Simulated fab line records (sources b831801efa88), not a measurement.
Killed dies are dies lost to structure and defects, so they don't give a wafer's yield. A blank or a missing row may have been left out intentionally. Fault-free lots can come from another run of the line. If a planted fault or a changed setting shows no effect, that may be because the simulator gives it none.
A struck lot beside a sound one    flow gf180mcu    13 out of 602 route steps
Sound: the wafers L788.3, L788.4, L788.5. Wafers struck: L800.2, L800.4, L800.6. The cause comes at the end.
Each step with rows lists, per side, the tool, then ch with its chambers, then its first start. Under that, the readings that differ: sound wafers    struck wafers    difference of the means    sigmas: that difference in standard deviations of wafers without a fault.
alike: readings with means less than 2 such deviations apart, plus words and numbers identical on both sides. not compared: withheld readings, readings lacking a value on some wafer, bounds such as >300 that could conceal the same value, and numbers that have no deviation in the record and whose values overlap.
A row with sigmas, a row that says differs or no value, or rows on one side alone: a step with any of these is where the two part. Numbers that don't overlap but have no deviation are shown without sigmas and don't part them. A reading missing from all wafers of one side parts the sides only when that side holds two or more wafers.

GF_STI_BOW_MEAS_00:
  sound on filmMetro-02 at day 2 16:02; struck on filmMetro-01 at day 5 04:01
  alike: INCOMING_BOW
then, 1 step without rows for these wafers: GF_STI_OXIDATION_01 (stabilise 600 s, purge 300 s, target thk 10 nm).
GF_STI_THK_MEAS_02:
  sound on filmMetro-04 at day 2 17:32; struck on filmMetro-04 at day 5 05:31
  alike: STI_OXIDATION_THK
then, 1 step without rows for these wafers: GF_STI_CVD_03 (deposits Si3N4 from DCS/NH3, target thk 207.16 nm, time 3551 s).
GF_STI_THK_MEAS_04:
  sound on filmMetro-02 at day 2 19:35; struck on filmMetro-04 at day 5 07:34
  alike: STI_CVD_03_THK
then, 6 steps without rows for these wafers: GF_STI_DEHYDRATE_05 (time 60 s); GF_STI_HMDS_06 (prime time 60 s); GF_STI_COAT_07 (resist thk 700 nm); GF_STI_SOFTBAKE_08 (time 60 s); GF_STI_EXPOSE_09 (exposes mask COMP, target cd 220 nm); GF_STI_PEB_10 (peb time 90 s).
GF_STI_DEVELOP_11: develop time 60 s.
  struck on lithoTrack-01, day 5 20:59; sound on lithoTrack-02 ch 0, day 3 08:10
  no value came back on the struck wafers for chillPlateTempC (C), developTimeS (s); on the sound wafers chillPlateTempC (C) reads 22.78 23.05 22.98
reading                              sound              struck             difference  sigmas
model.KrF_of_STI_COAT_07.thkNm (nm)  686.9 688.8 689.5  699.9 698.3 700.6  +11.2       
GF_STI_CD_MEAS_12: the cd target is 220 nm.
  sound on cdSem-02 at day 3 08:18; struck on cdSem-02 at day 5 21:08
reading    sound              struck  difference                     sigmas
cdNm (nm)  218.8 219.4 220.0  - - -   no value on the struck wafers  

== WHERE THEY PART ==
First at GF_STI_DEVELOP_11; last, within this record, at GF_STI_CD_MEAS_12.

WHY: what had been put in by the simulator
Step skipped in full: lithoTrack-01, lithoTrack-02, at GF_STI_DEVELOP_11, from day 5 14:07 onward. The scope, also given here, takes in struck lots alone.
